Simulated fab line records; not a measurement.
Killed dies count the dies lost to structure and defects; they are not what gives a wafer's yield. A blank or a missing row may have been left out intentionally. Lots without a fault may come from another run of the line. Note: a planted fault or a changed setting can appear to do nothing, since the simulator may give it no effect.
fab line records	flow sky130
record lots=13	wafers=39	last-day=50
route steps=708 shown NWELL@82 VT_ADJUST_LVTN@104 POLY_GATE@224 PAD_OPEN@708
lots that met no fault: from a run of the same line without faults
start-h: start of the lot's first displayed wafer, in hours after the record's first day	wait-h: hours from the lot's prior step to this one	" repeats the value in the row above	L1.1+2: a single row standing in for several wafers	- value missing, or start not given	* or withheld: withheld	< > ~ a bound
route shown NAME@n: a module of which the file shows steps, and the number in the route of the first	usual: mean/standard deviation taken from wafers without a fault	same: alike in all rows	chamber/n: place in a boat	sites: readings site by site	_std_site: standard deviation of those values	_edge_site: mean of outer sites minus mean of inner sites	radius-mm: how far each site lies from the wafer's centre	mask NAME#n: copy n	behind: the most recent tool/chamber to have shaped the wafer	hold: what put the lot on hold/how long, in hours/how the hold closed	device: names the non-switching transistor (n, p or np)	end of line: tests run on the same wafers once the route is complete	where a step has no rows: the recipe by itself	killed: the dies lost at the first sort to structure and to defects; this is not the yield of the wafer	map: a wafer's dies, x killed, . not, _ none there
set.NAME: setting as actually run; set.NAME@STEP: the setting as run at that earlier step	model.NAME: the simulator's own value behind a step, which no gauge read
route steps across a sampled set of lots; one table per step, one row per wafer
services: when a tool's chamber went out of use (start-h, in hours from the record's first day, below 0 if earlier), for how many hours, and the reason
## steps
# step SKY_NWELL_RS_MEAS_29
# recipe thk-meas-gauge=four-point-probe
# usual NWELL_RS=624.4/1.7
lot.wafer	tool	chamber	start-h	wait-h	NWELL_RS[ohm/sq]
L460.2	film-metro-03	-	103.95	0.1	626.4
L460.3	"	-	"	"	627.1
L460.6	"	-	"	"	626.3
L464.1	film-metro-04	-	130.38	0.1	624.1
L464.2	"	-	"	"	622.6
L464.3	"	-	"	"	622.5
L465.4	film-metro-04	-	133.89	0.1	622.4
L465.5	"	-	"	"	621.9
L465.6	"	-	"	"	625.6
L466.1	film-metro-04	-	138.04	0.1	624.0
L466.3	"	-	"	"	623.3
L466.6	"	-	"	"	623.6
L467.3	film-metro-03	-	144.87	0.1	621.9
L467.4	"	-	"	"	619.1
L467.5	"	-	"	"	621.1
L468.1	film-metro-04	-	157.25	0.1	626.5
L468.3	"	-	"	"	626.5
L468.6	"	-	"	"	625.4
L470.4	film-metro-03	-	163.06	0.1	623.1
L470.5	"	-	"	"	622.3
L470.6	"	-	"	"	623.3
L471.3	film-metro-04	-	169.58	0.1	624.5
L471.4	"	-	"	"	626.0
L471.6	"	-	"	"	626.2
L474.1	film-metro-04	-	185.74	0.1	624.0
L474.2	"	-	"	"	625.7
L474.3	"	-	"	"	622.2
L475.1	film-metro-04	-	195.25	0.1	625.7
L475.5	"	-	"	"	623.0
L475.6	"	-	"	"	623.3
L478.1	film-metro-03	-	209.34	0.1	623.1
L478.3	"	-	"	"	622.0
L478.6	"	-	"	"	625.9
L480.4	film-metro-04	-	226.54	0.1	625.7
L480.5	"	-	"	"	625.7
L480.6	"	-	"	"	625.6
L481.3	film-metro-03	-	232.42	0.1	624.3
L481.5	"	-	"	"	625.3
L481.6	"	-	"	"	625.4
# step SKY_VT_ADJUST_LVTN_OVL_MEAS_07
# usual VT_ADJUST_LVTN_OVL=1.3/1.3
lot.wafer	tool	chamber	start-h	wait-h	VT_ADJUST_LVTN_OVL[nm]
L460.2	overlay-01	-	141.57	-	3.1
L460.3	"	-	"	"	1.5
L460.6	"	-	"	"	1.8
L464.1	overlay-01	-	170.13	-	-0.4
L464.2	"	-	"	"	1.0
L464.3	"	-	"	"	1.4
L465.4	overlay-02	-	173.15	-	-0.8
L465.5	"	-	"	"	-0.8
L465.6	"	-	"	"	-1.3
L466.1	overlay-02	-	178.13	-	3.3
L466.3	"	-	"	"	1.5
L466.6	"	-	"	"	2.3
L467.3	overlay-02	-	184.76	-	2.3
L467.4	"	-	"	"	1.2
L467.5	"	-	"	"	0.8
L468.1	overlay-02	-	198.26	-	2.0
L468.3	"	-	"	"	1.0
L468.6	"	-	"	"	0.1
L470.4	overlay-01	-	203.86	-	2.7
L470.5	"	-	"	"	2.0
L470.6	"	-	"	"	2.8
L471.3	overlay-02	-	211.26	-	-0.6
L471.4	"	-	"	"	-0.1
L471.6	"	-	"	"	1.2
L474.1	overlay-02	-	230.31	-	0.9
L474.2	"	-	"	"	1.7
L474.3	"	-	"	"	0.5
L475.1	overlay-02	-	240.21	-	0.5
L475.5	"	-	"	"	-0.6
L475.6	"	-	"	"	0.6
L478.1	overlay-02	-	253.81	-	0.9
L478.3	"	-	"	"	0.6
L478.6	"	-	"	"	0.4
L480.4	overlay-01	-	273.65	-	1.2
L480.5	"	-	"	"	1.0
L480.6	"	-	"	"	0.5
L481.3	overlay-02	-	279.16	-	-0.7
L481.5	"	-	"	"	0.3
L481.6	"	-	"	"	0.9
# step SKY_VT_ADJUST_LVTN_OVL_MEAS_18
# usual VT_ADJUST_LVTN_01_OVL=0.7/1.6
lot.wafer	tool	chamber	start-h	wait-h	VT_ADJUST_LVTN_01_OVL[nm]
L460.2	overlay-01	-	161.57	0.1	0.8
L460.3	"	-	"	"	3.0
L460.6	"	-	"	"	2.8
L464.1	overlay-02	-	189.30	0.1	-2.7
L464.2	"	-	"	"	-0.9
L464.3	"	-	"	"	-0.4
L465.4	overlay-02	-	193.68	0.1	2.7
L465.5	"	-	"	"	2.3
L465.6	"	-	"	"	-0.1
L466.1	overlay-02	-	199.10	0.1	1.3
L466.3	"	-	"	"	-1.5
L466.6	"	-	"	"	-0.2
L467.3	overlay-02	-	206.21	0.1	1.5
L467.4	"	-	"	"	1.9
L467.5	"	-	"	"	2.1
L468.1	overlay-02	-	219.63	0.1	-0.9
L468.3	"	-	"	"	-0.3
L468.6	"	-	"	"	-0.9
L470.4	overlay-02	-	226.28	0.1	-0.2
L470.5	"	-	"	"	-0.2
L470.6	"	-	"	"	0.6
L471.3	overlay-02	-	233.36	0.1	-0.4
L471.4	"	-	"	"	0.6
L471.6	"	-	"	"	0.5
L474.1	overlay-01	-	251.83	0.1	3.3
L474.2	"	-	"	"	3.2
L474.3	"	-	"	"	2.4
L475.1	overlay-02	-	262.85	0.1	-0.5
L475.5	"	-	"	"	0.6
L475.6	"	-	"	"	2.0
L478.1	overlay-01	-	278.80	0.1	1.5
L478.3	"	-	"	"	1.1
L478.6	"	-	"	"	0.3
L480.4	overlay-01	-	298.43	0.1	1.3
L480.5	"	-	"	"	-1.1
L480.6	"	-	"	"	2.0
L481.3	overlay-01	-	304.22	0.1	-2.3
L481.5	"	-	"	"	-0.8
L481.6	"	-	"	"	-0.2
# step SKY_POLY_GATE_EXPOSE_10
# recipe mask-id=P1M	na=0.68	source-shape=conventional	sigma-outer=0.6	target-cd-nm=150	dose-mj=28
# usual exposure-dose-mJ-cm2=28.001/0.024
# same sigma-outer=0.6
lot.wafer	tool	chamber	start-h	wait-h	mask	exposure-dose-mJ-cm2
L460.2	krf-scanner-01	0	350.50	-	P1M#0	28.007
L460.3	"	0	"	"	P1M#0	27.987
L460.6	"	0	"	"	P1M#0	27.996
L464.1	krf-scanner-01	0	387.94	-	P1M#0	27.993
L464.2	"	0	"	"	P1M#0	27.991
L464.3	"	0	"	"	P1M#0	28.003
L465.4	krf-scanner-01	0	399.15	-	P1M#0	28.035
L465.5	"	0	"	"	P1M#0	27.961
L465.6	"	0	"	"	P1M#0	27.998
L466.1	krf-scanner-01	0	404.19	-	P1M#0	27.991
L466.3	"	0	"	"	P1M#0	27.986
L466.6	"	0	"	"	P1M#0	28.002
L467.3	krf-scanner-01	0	411.35	-	P1M#0	28.008
L467.4	"	0	"	"	P1M#0	28.031
L467.5	"	0	"	"	P1M#0	28.015
L468.1	krf-scanner-02	0	431.72	-	P1M#0	27.995
L468.3	"	0	"	"	P1M#0	28.020
L468.6	"	0	"	"	P1M#0	28.022
L470.4	krf-scanner-02	0	442.09	-	P1M#0	28.022
L470.5	"	0	"	"	P1M#0	28.009
L470.6	"	0	"	"	P1M#0	28.045
L471.3	krf-scanner-02	0	451.62	-	P1M#0	32.184
L471.4	"	0	"	"	P1M#0	32.190
L471.6	"	0	"	"	P1M#0	32.175
L474.1	krf-scanner-02	0	477.65	-	P1M#0	31.299
L474.2	"	0	"	"	P1M#0	31.365
L474.3	"	0	"	"	P1M#0	31.331
L475.1	krf-scanner-01	0	485.15	-	P1M#0	28.005
L475.5	"	0	"	"	P1M#0	27.957
L475.6	"	0	"	"	P1M#0	27.959
L478.1	krf-scanner-02	0	509.73	-	P1M#0	30.663
L478.3	"	0	"	"	P1M#0	30.643
L478.6	"	0	"	"	P1M#0	30.663
L480.4	krf-scanner-01	0	530.61	-	P1M#0	27.991
L480.5	"	0	"	"	P1M#0	28.001
L480.6	"	0	"	"	P1M#0	27.996
L481.3	krf-scanner-01	0	535.88	-	P1M#0	28.003
L481.5	"	0	"	"	P1M#0	28.008
L481.6	"	0	"	"	P1M#0	27.994
# step SKY_POLY_GATE_CD_MEAS_13
# recipe target-cd-nm=150
# usual cd-nm=149.5/1.7
lot.wafer	tool	chamber	start-h	wait-h	cd-nm
L460.2	cd-sem-02	-	363.13	-	148.5
L460.3	"	-	"	"	148.0
L460.6	"	-	"	"	147.5
L464.1	cd-sem-02	-	402.01	-	151.7
L464.2	"	-	"	"	151.5
L464.3	"	-	"	"	151.1
L465.4	cd-sem-01	-	414.00	-	148.1
L465.5	"	-	"	"	147.8
L465.6	"	-	"	"	147.7
L466.1	cd-sem-02	-	419.69	-	152.9
L466.3	"	-	"	"	150.4
L466.6	"	-	"	"	151.0
L467.3	cd-sem-01	-	425.72	-	150.7
L467.4	"	-	"	"	150.1
L467.5	"	-	"	"	150.5
L468.1	cd-sem-02	-	447.63	-	148.4
L468.3	"	-	"	"	149.1
L468.6	"	-	"	"	148.9
L470.4	cd-sem-02	-	457.72	-	150.9
L470.5	"	-	"	"	150.0
L470.6	"	-	"	"	148.9
L471.3	cd-sem-02	-	466.67	-	126.7
L471.4	"	-	"	"	126.3
L471.6	"	-	"	"	125.1
L474.1	cd-sem-02	-	492.98	-	130.0
L474.2	"	-	"	"	129.7
L474.3	"	-	"	"	130.5
L475.1	cd-sem-02	-	499.38	-	146.7
L475.5	"	-	"	"	146.2
L475.6	"	-	"	"	145.8
L478.1	cd-sem-02	-	524.99	-	133.4
L478.3	"	-	"	"	133.5
L478.6	"	-	"	"	134.3
L480.4	cd-sem-01	-	545.07	-	148.6
L480.5	"	-	"	"	148.0
L480.6	"	-	"	"	148.9
L481.3	cd-sem-01	-	550.00	-	150.4
L481.5	"	-	"	"	152.3
L481.6	"	-	"	"	150.9
# step SKY_PAD_OPEN_PROBE_99
# usual killed_at_M0_to_M3=44/6.3	killed_at_M4_up=3.1/2	killed-at-contacts=24/4.8	killed-at-front-end=15/4.6	killed-at-other=0.2/0.51	killed-dies=87/8.4	killed-on-rim=17/3.9	killed-open=48/6.4	killed-short=39/5.9
# same gross-dies=492	killed-at-back-side=0
lot.wafer	tool	chamber	start-h	wait-h	killed_at_M0_to_M3	killed_at_M4_up	killed-at-contacts	killed-at-front-end	killed-at-other	killed-dies	killed-on-rim	killed-open	killed-short
L465.4	prober-01	-	1102.66	0.2	31	3	24	9	2	69	13	42	27
L465.5	prober-01	-	1102.71	0.2	42	5	27	17	0	91	20	52	39
L465.6	prober-01	-	1102.76	0.2	36	4	20	11	1	72	13	38	34
L471.3	prober-01	-	1140.93	0.2	44	1	15	110	0	170	64	48	29
L471.4	prober-01	-	1140.98	0.2	43	4	20	135	0	202	66	39	36
L471.6	prober-01	-	1141.08	0.2	43	3	27	135	1	209	67	49	34
L474.1	prober-02	-	1154.45	0.1	48	6	25	97	0	176	64	55	42
L474.2	prober-02	-	1154.50	0.1	55	2	17	76	0	150	45	43	48
L474.3	prober-02	-	1154.55	0.2	43	0	21	52	0	116	41	41	39
L478.1	prober-01	-	1176.33	0.1	44	4	29	36	0	113	40	46	42
L478.3	prober-01	-	1176.43	0.2	32	1	33	34	1	101	18	39	47
L478.6	prober-01	-	1176.58	0.2	40	2	26	40	1	109	29	53	39
L480.4	prober-02	-	1188.10	0.2	40	6	19	15	0	80	21	41	39
L480.5	prober-02	-	1188.15	0.2	30	1	26	12	0	69	11	43	26
L480.6	prober-02	-	1188.20	0.2	40	4	23	18	0	85	17	37	48
# killed by level:class
L465.4 VIA1:geometric-particle:open=9 VIA3:geometric-particle:open=6 LI_CONTACT:geometric-particle:open=5 CONTACT:geometric-particle:short=5 LOCAL_INTERCONNECT:geometric-particle:short=5 CONTACT:geometric-particle:open=5 POLY_GATE:geometric-particle:open=4 LOCAL_INTERCONNECT:geometric-particle:open=4
L465.5 LI_CONTACT:geometric-particle:open=10 VIA3:geometric-particle:open=10 CONTACT:geometric-particle:open=9 FIELD_ISO:geometric-particle:open=7 VIA1:geometric-particle:short=6 METAL1:geometric-particle:short=6 VIA1:geometric-particle:open=5 VIA2:geometric-particle:short=4
L465.6 VIA1:geometric-particle:open=9 VIA3:geometric-particle:open=8 LI_CONTACT:geometric-particle:open=5 CONTACT:geometric-particle:short=5 CONTACT:geometric-particle:open=5 FIELD_ISO:geometric-particle:short=4 LOCAL_INTERCONNECT:geometric-particle:short=4 METAL2:geometric-particle:open=4
L471.3 POLY_GATE:area-expose=93 VIA1:geometric-particle:open=14 VIA2:geometric-particle:open=9 LI_CONTACT:geometric-particle:short=5 METAL1:geometric-particle:short=5 FIELD_ISO:geometric-particle:open=4 FIELD_ISO:geometric-particle:short=4 POLY_GATE:geometric-particle:open=4
L471.4 POLY_GATE:area-expose=127 VIA2:geometric-particle:open=9 CONTACT:geometric-particle:open=9 METAL1:geometric-particle:short=6 VIA1:geometric-particle:open=6 VIA1:geometric-particle:short=6 LOCAL_INTERCONNECT:geometric-particle:short=5 METAL2:geometric-particle:short=5
L471.6 POLY_GATE:area-expose=126 CONTACT:geometric-particle:open=11 VIA1:geometric-particle:open=10 LI_CONTACT:geometric-particle:open=7 VIA2:geometric-particle:open=6 VIA1:geometric-particle:short=5 LI_CONTACT:geometric-particle:short=4 METAL2:geometric-particle:short=4
L474.1 POLY_GATE:area-expose=79 CONTACT:geometric-particle:open=15 VIA1:geometric-particle:open=8 VIA3:geometric-particle:open=7 METAL1:geometric-particle:short=6 POLY_GATE:geometric-particle:open=5 POLY_GATE:geometric-particle:short=5 LI_CONTACT:geometric-particle:open=5
L474.2 POLY_GATE:area-expose=59 METAL1:geometric-particle:short=9 VIA2:geometric-particle:open=8 VIA3:geometric-particle:open=6 VIA2:geometric-particle:short=6 POLY_GATE:geometric-particle:open=5 CONTACT:geometric-particle:short=5 VIA1:geometric-particle:open=5
L474.3 POLY_GATE:area-expose=36 CONTACT:geometric-particle:open=9 VIA1:geometric-particle:open=8 VIA2:geometric-particle:short=5 LI_CONTACT:geometric-particle:open=5 LOCAL_INTERCONNECT:geometric-particle:short=5 METAL1:geometric-particle:short=5 FIELD_ISO:geometric-particle:short=4
L478.1 POLY_GATE:area-expose=25 VIA1:geometric-particle:open=12 VIA3:geometric-particle:open=11 LI_CONTACT:geometric-particle:open=9 METAL2:geometric-particle:short=8 CONTACT:geometric-particle:short=7 CONTACT:geometric-particle:open=6 LOCAL_INTERCONNECT:geometric-particle:short=4
L478.3 POLY_GATE:area-expose=15 CONTACT:geometric-particle:open=11 FIELD_ISO:geometric-particle:short=9 VIA1:geometric-particle:open=8 LOCAL_INTERCONNECT:geometric-particle:short=7 CONTACT:geometric-particle:short=7 METAL1:geometric-particle:short=5 VIA1:geometric-particle:short=5
L478.6 POLY_GATE:area-expose=17 CONTACT:geometric-particle:open=10 VIA1:geometric-particle:open=10 FIELD_ISO:geometric-particle:open=9 LI_CONTACT:geometric-particle:open=6 METAL2:geometric-particle:short=5 LOCAL_INTERCONNECT:geometric-particle:short=5 VIA3:geometric-particle:open=5
L480.4 VIA1:geometric-particle:open=10 CONTACT:geometric-particle:open=7 CONTACT:geometric-particle:short=7 FIELD_ISO:geometric-particle:open=5 VIA2:geometric-particle:open=5 VIA3:geometric-particle:open=5 VIA1:geometric-particle:short=4 METAL3:geometric-particle:short=4
L480.5 CONTACT:geometric-particle:open=10 VIA2:geometric-particle:open=8 LI_CONTACT:geometric-particle:open=6 METAL1:geometric-particle:short=5 VIA1:geometric-particle:open=4 POLY_GATE:geometric-particle:open=4 LOCAL_INTERCONNECT:geometric-particle:short=4 VIA3:geometric-particle:open=4
L480.6 METAL2:geometric-particle:short=9 CONTACT:geometric-particle:open=7 VIA3:geometric-particle:open=7 FIELD_ISO:geometric-particle:short=6 CONTACT:geometric-particle:short=6 VIA1:geometric-particle:open=6 POLY_GATE:geometric-particle:short=5 LI_CONTACT:geometric-particle:open=5
## services
tool	chamber	start-h	hours	kind
krf-scanner-01	-	340.38	1.3	pm
krf-scanner-02	-	356.01	1.0	pm
krf-scanner-02	-	402.29	3.6	pm
krf-scanner-01	-	405.84	0.8	pm
krf-scanner-02	-	441.15	0.8	pm
krf-scanner-01	-	486.34	1.0	pm
krf-scanner-02	-	492.42	1.3	pm
krf-scanner-01	-	516.28	1.3	pm
krf-scanner-02	-	525.01	1.0	pm
krf-scanner-02	-	526.88	1.5	repair
## key
first-sign step=SKY_POLY_GATE_EXPOSE_10	reading=exposure-dose-mJ-cm2	direction=up	sigmas=99+	usual=*	struck=*
effect step=SKY_POLY_GATE_CD_MEAS_13	reading=cd-nm	direction=down	sigmas=12	usual=149.5	struck=129.9	through=control-loop
effect step=SKY_PAD_OPEN_PROBE_99	reading=killed-at-front-end	direction=up	sigmas=14	usual=15	struck=79
more-kills-born-at SKY_POLY_GATE_EXPOSE_10@krf-scanner-02=577
met-at SKY_POLY_GATE_EXPOSE_10
struck-lots L471,L474,L478
tester-left-out L471,L474,L478
loop-trim step=SKY_POLY_GATE_EXPOSE_10	setting=dose	lots=L474,L478
not-acting-at SKY_NWELL_RS_MEAS_29,SKY_VT_ADJUST_LVTN_OVL_MEAS_07,SKY_VT_ADJUST_LVTN_OVL_MEAS_18
onset-between 442.09 451.62
fault kind=process-parameter-drift	tool=krf-scanner-02	chamber=-	onset-h=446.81	steps=SKY_POLY_GATE_EXPOSE_10	channel=dose-mj	offset=4.1683	shape=step	acts-in=these-recipes-only	stated=28
# tester-left-out: of these lots the tester's yield and bins aren't shown, on N5 and GAA mostly nor the transistor test; their killed dies are dies lost to structure and defects alone, not to doping, threshold or leakage, so they don't give the yield
# loop-trim: a control loop set the setting to another value than it would have without faults
